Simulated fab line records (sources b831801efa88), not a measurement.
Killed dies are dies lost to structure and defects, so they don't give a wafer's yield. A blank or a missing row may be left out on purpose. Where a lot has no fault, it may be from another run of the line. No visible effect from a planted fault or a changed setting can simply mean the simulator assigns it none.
Code-filled problem report in 8D (eight disciplines) form :: flow sky130 :: the parts of the form that need people (team, actions taken, sign-off) are left out

== 1. THE ISSUE ==
Mean of cathode dc power W at SKY_METAL2_SPUTTER_04: 8153.9 W across 3 wafers in 2 lots; on wafers with no fault it is 6499.9 W (standard deviation 1.1). That is +99 or more standard deviations from the usual mean.
The step: material TiN, target thk 70 nm, time 58.3 s.
Seen first at day 36 12:31 on pvd sputter-03, wafer L968.3. At this step, 36 wafers from 12 lots have a number in the record. The rule behind "out" and "out of limits": a value lying over 4 standard deviations away from the usual mean. All remaining wafers that have a number are taken as sound.

== 2. WHAT IT IS, WHAT IT ISN'T ==
question: which readings at this step
is: cathode dc power W
is not: throttle valve pct

question: which lots
is: L968, L971
is not: L960, L963, L964, L967, L969, L973, L974, L980, L981, L982

question: which wafers of those lots
is: L968.3, L968.6, L971.6
is not: L968.1, L971.1, L971.2

question: read on which tools
is: pvd sputter-03
is not: pvd sputter-01, pvd sputter-02

question: when
is: from day 36 12:31
is not: up to then (13 sound wafers); but 20 sound wafers of L969, L971, L973, L974, L980, L981, L982 came after

== 3. SUSPECTS, AND WHAT RULES EACH OUT ==
Counting: any tool at a process step up to the reading remains a suspect provided it ran every lot that is out. Sound lots after the first of them don't rule it out here, since some wafers of a struck lot are sound.
- pvd sputter-03 at SKY_METAL2_SPUTTER_00 (material Ti, target thk 15 nm, time 10 s): kept. It ran every lot that is out, first L968 (day 36 12:25); its last sound lot up to then is L967 (day 35 22:46).
- pvd sputter-03 at SKY_METAL2_SPUTTER_04 (material TiN, target thk 70 nm, time 58.3 s): kept. It ran every lot that is out, first L968 (day 36 12:31); its last sound lot up to then is L967 (day 35 22:51). Its own cathode dc power W readings are out on those wafers.
After counting, pvd sputter-03 at SKY_METAL2_SPUTTER_00 and pvd sputter-03 at SKY_METAL2_SPUTTER_04 remain.

== 4. THE CAUSE (what the simulator had put in) ==
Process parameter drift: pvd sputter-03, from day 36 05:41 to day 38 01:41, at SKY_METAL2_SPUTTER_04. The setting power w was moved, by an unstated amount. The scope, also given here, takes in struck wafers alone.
Counting leaves 2 suspects; this tool is one of them.

== 5. THE EFFECT CHAIN, in route order ==
Each row: a reading whose mean over the struck wafers that have a number lies more than 3 standard deviations from the usual. Readings are gone through only where the record gives a usual standard deviation; hours: the median, over the lots, of the time from a lot's start at the first step in this table giving one to that lot's start at this step; sigmas: the change measured in usual standard deviations.
hours: 0
step: SKY_METAL2_SPUTTER_04
reading: cathode dc power W
usual: 6499.9 W
on struck wafers: 8153.9
change: +1654.0
sigmas: +99 or more

hours: 0
step: SKY_METAL2_THK_MEAS_06
reading: METAL2_ALCU_THK
usual: 242 nm
on struck wafers: 230
change: -12
sigmas: -3.6
Here are the process steps it includes:
- SKY_METAL2_SPUTTER_04: material TiN, target thk 70 nm, time 58.3 s.

== 6. WHAT WOULD HAVE CAUGHT IT SOONER ==
The fault began at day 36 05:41; the first out-of-limits reading in this record came at day 36 12:31, 7 hours later.
